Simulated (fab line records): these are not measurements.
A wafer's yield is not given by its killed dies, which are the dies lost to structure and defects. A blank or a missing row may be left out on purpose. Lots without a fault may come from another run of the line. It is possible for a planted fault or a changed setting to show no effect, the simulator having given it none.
Which tool did it? + flow gf180mcu + 14 lots, 42 wafers sampled, at 1 step of a route of 602

## WHAT THE GAUGES SHOWED, per wafer
GF_DNWELL_TW_MEAS_09.
| lot  | measured    | on            | DNWELL_TW      |
|------|-------------|---------------|----------------|
| L744 | day 3 06:16 | film-metro-02 | 1357 1352 1361 |
| L745 | day 3 10:04 | film-metro-02 | 1348 1345 1355 |
| L746 | day 3 15:19 | film-metro-03 | 1345 1335 1341 |
| L747 | day 3 21:46 | film-metro-01 | 1339 1339 1342 |
| L748 | day 4 01:07 | film-metro-02 | 1346 1355 1354 |
| L749 | day 4 09:28 | film-metro-01 | 1327 1327 1338 |
| L750 | day 4 12:47 | film-metro-01 | 1332 1339 1327 |
| L751 | day 4 17:25 | film-metro-02 | 1344 1351 1342 |
| L752 | day 5 01:05 | film-metro-01 | 1340 1337 1343 |
| L753 | day 5 04:43 | film-metro-03 | 1312 1320 1327 |
| L754 | day 5 10:35 | film-metro-01 | 1315 1318 1316 |
| L756 | day 5 20:02 | film-metro-01 | 1336 1332 1328 |
| L757 | day 6 01:26 | film-metro-03 | 1331 1338 1335 |
| L758 | day 6 07:19 | film-metro-01 | 1336 1333 1338 |

## WHAT TOOL EACH LOT RAN ON (gives the tool, then ch and the chambers of the sampled wafers, and finally the start)
No process step before these readings appears in the record.

## WHAT THE TOOLS THEMSELVES READ (means of the sampled wafers that have a number; where no wafer has one, the mark that the record gives instead)
The record holds no such reading with a usual standard deviation.

## THE ANSWER, worked out from the rows above alone
Rule: the lots themselves supply what counts as usual. The widest of any qualifying gaps counts: lots, ordered by their means at a reading, are off when they make up no more than a third of the lots, leave a main group of 4 or more, and stand apart from it by 3 or more times the standard deviation of that group's means. A main group whose means are all the same, to the digits that the tables above print for the reading, isn't used. A lot without any number at a reading at which 4 lots or more have one is off too. Any other lot the step has rows for is counted as sound. After the gauges, taken in route order, come the tools' own readings; for these a lot's mean is taken, as printed above. At the first step where some lot is off, the reading lying furthest off is the one used; lots without a number count as furthest.
Across all readings shown, no lot is off: no conclusion can be drawn from this.

## WHAT HAD BEEN PUT IN BY THE SIMULATOR
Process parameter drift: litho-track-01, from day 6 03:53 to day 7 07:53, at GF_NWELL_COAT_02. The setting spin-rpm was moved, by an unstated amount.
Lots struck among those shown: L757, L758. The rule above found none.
